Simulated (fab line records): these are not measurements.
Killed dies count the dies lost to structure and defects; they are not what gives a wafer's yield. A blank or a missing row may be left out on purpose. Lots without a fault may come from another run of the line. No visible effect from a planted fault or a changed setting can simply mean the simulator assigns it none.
Check of tool commonality -- flow gf180mcu -- 14 lots and 48 wafers in the sample

## REASON IT WAS OPENED
2 of 14 lots carry a flag on the reading VT_IMPLANT_4_TW at GF_VT_IMPLANT_TW_MEAS_43. Wafers without a fault read 694, standard deviation 5.9.
Rule: a lot is flagged when every wafer of it that has a number lies more than 4 standard deviations from that mean, or none has a number. The rest of the lots are taken to be sound.

lot,measured,on,"VT_IMPLANT_4_TW, wafer by wafer",flag
L683,day 7 13:47,film metro-03,688 688 690,
L684,day 7 19:32,film metro-03,692 690 691,
L685,day 8 00:50,film metro-04,685 687 690,
L687,day 8 13:18,film metro-01,698 700 702,
L688,day 8 20:19,film metro-01,694 696 698,
L689,day 9 04:46,film metro-04,687 689 685,
L690,day 9 10:46,film metro-04,691 690 689,
L691,day 9 18:19,film metro-04,687 688 689,
L692,day 10 05:11,film metro-04,684 683 689,
L693,day 10 18:15,film metro-03,695 692 692,
L695,day 11 02:17,film metro-01,625 624 626 626 627 628,FLAGGED
L697,day 11 12:16,film metro-03,618 621 619 617 620 621,FLAGGED
L698,day 11 20:23,film metro-04,683 687 687,
L705,day 13 14:28,film metro-03,696 696 695,
Average over the flagged lots: 623; offset from the usual -71, equal to -12 standard deviations.

## EACH LOT AND THE TOOL IT RAN ON
The record keeps 1 process step preceding the reading, out of 602 steps on the route. Each cell gives the tool, then ch followed by the chambers the sampled wafers passed through, then the start.
lot,flag,GF_VT_IMPLANT_IMPLANT_41
L683,,"implanter-02 ch 0, day 7 13:32"
L684,,"implanter-03 ch 0, day 7 19:17"
L685,,"implanter-04 ch 0, day 8 00:35"
L687,,"implanter-04 ch 0, day 8 13:03"
L688,,"implanter-02 ch 0, day 8 20:07"
L689,,"implanter-04 ch 0, day 9 04:31"
L690,,"implanter-04 ch 0, day 9 10:32"
L691,,"implanter-03 ch 0, day 9 18:05"
L692,,"implanter-03 ch 0, day 10 04:56"
L693,,"implanter-02 ch 0, day 10 18:01"
L695,FLAGGED,"implanter-03 ch 0, day 11 02:02"
L697,FLAGGED,"implanter-03 ch 0, day 11 12:01"
L698,,"implanter-04 ch 0, day 11 20:11"
L705,,"implanter-02 ch 0, day 13 14:14"
These steps, and what they do:
- GF_VT_IMPLANT_IMPLANT_41
- GF_VT_IMPLANT_TW_MEAS_43

## FLAGGED AGAINST TOTAL, ONE TOOL AT A TIME (gauges that did the reading follow at the end)
step,tool,lots run,flagged,share of the flagged lots,sound lots run after its first flagged lot
GF_VT_IMPLANT_IMPLANT_41,implanter-02,4,0,none,-
GF_VT_IMPLANT_IMPLANT_41,implanter-03,5,2,all,0
GF_VT_IMPLANT_IMPLANT_41,implanter-04,5,0,none,-
GF_VT_IMPLANT_TW_MEAS_43,film metro-01,3,1,some,0
GF_VT_IMPLANT_TW_MEAS_43,film metro-03,5,1,some,1 (L705)
GF_VT_IMPLANT_TW_MEAS_43,film metro-04,6,0,none,-

## WHAT THE TABLE PERMITS
All flagged lots share 1 row of the table, namely implanter-03 at GF_VT_IMPLANT_IMPLANT_41.
- implanter-03 at GF_VT_IMPLANT_IMPLANT_41 ran 5 lots, 2 of them flagged. Last sound lot L692 at day 10 04:56, first flagged lot L695 at day 11 02:02; a fault beginning in between fits. Its own readings lie more than 4 standard deviations out on every wafer of the flagged lots: tilt deg.
What remains is a single tool, implanter-03 at GF_VT_IMPLANT_IMPLANT_41.

## WHAT THE SIMULATOR HAD PUT IN
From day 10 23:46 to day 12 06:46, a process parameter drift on implanter-03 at GF_VT_IMPLANT_IMPLANT_41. The setting tilt deg was moved by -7, starting from 7. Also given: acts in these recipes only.
Lots struck among those shown: L695, L697. This agrees with what the rule above found.
